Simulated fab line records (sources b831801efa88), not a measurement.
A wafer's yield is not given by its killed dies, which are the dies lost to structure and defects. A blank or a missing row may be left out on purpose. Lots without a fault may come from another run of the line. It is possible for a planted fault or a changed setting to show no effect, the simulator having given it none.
Chamber matching + flow sky130 + 4 sister chambers for SKY_VIA4_CMP_02 on cmp-01
The step polishes SiO2. 4 wafers are shown with their chamber, then 7 later ones without.

## WAFERS WITH THEIR CHAMBER
| wafer  | chamber | motorCurrentA (A) |
|--------|---------|-------------------|
| L617.1 | 2       | 12.0              |
| L617.5 | 0       | 11.3              |
| L618.1 | 3       | 12.9              |
| L618.2 | 1       | 12.2              |

## WAFERS WITH NO CHAMBER GIVEN
| wafer  | motorCurrentA (A) |
|--------|-------------------|
| L618.5 | 13.2              |
| L619.3 | 13.0              |
| L619.4 | 10.7              |
| L619.5 | 11.4              |
| L620.2 | 10.5              |
| L620.3 | 12.2              |
| L620.4 | 13.1              |

## WHICH CHAMBER EACH ONE RAN IN
| wafer  | from the rows above          | in truth |
|--------|------------------------------|----------|
| L618.5 | can't be placed: 3 or 1      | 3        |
| L619.3 | can't be placed: 3 or 1      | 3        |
| L619.4 | can't be placed: 0 or 2      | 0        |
| L619.5 | can't be placed: 0 or 2 or 1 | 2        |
| L620.2 | can't be placed: 0 or 2      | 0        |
| L620.3 | can't be placed: 1 or 2 or 3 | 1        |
| L620.4 | can't be placed: 3 or 1      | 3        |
Correctly placed: 0 of 7. Not placeable from these rows: 7 (in 7, the candidates include the true chamber). Number placed wrongly: 0.
How it was worked out, from the rows above alone: a wafer's distance from a chamber is the root of the sum, over the readings, of the square of ((its reading less the chamber's mean) divided by the reading's scatter). If the next closest chamber is less than 2 further off than the closest, the wafer can't be placed; otherwise it belongs to the closest. For every chamber, the mean is computed from those of its wafers that are shown. The scatter: with one shown wafer a chamber, the root of the mean of the squares of how far each hidden wafer lies from its nearest shown one.
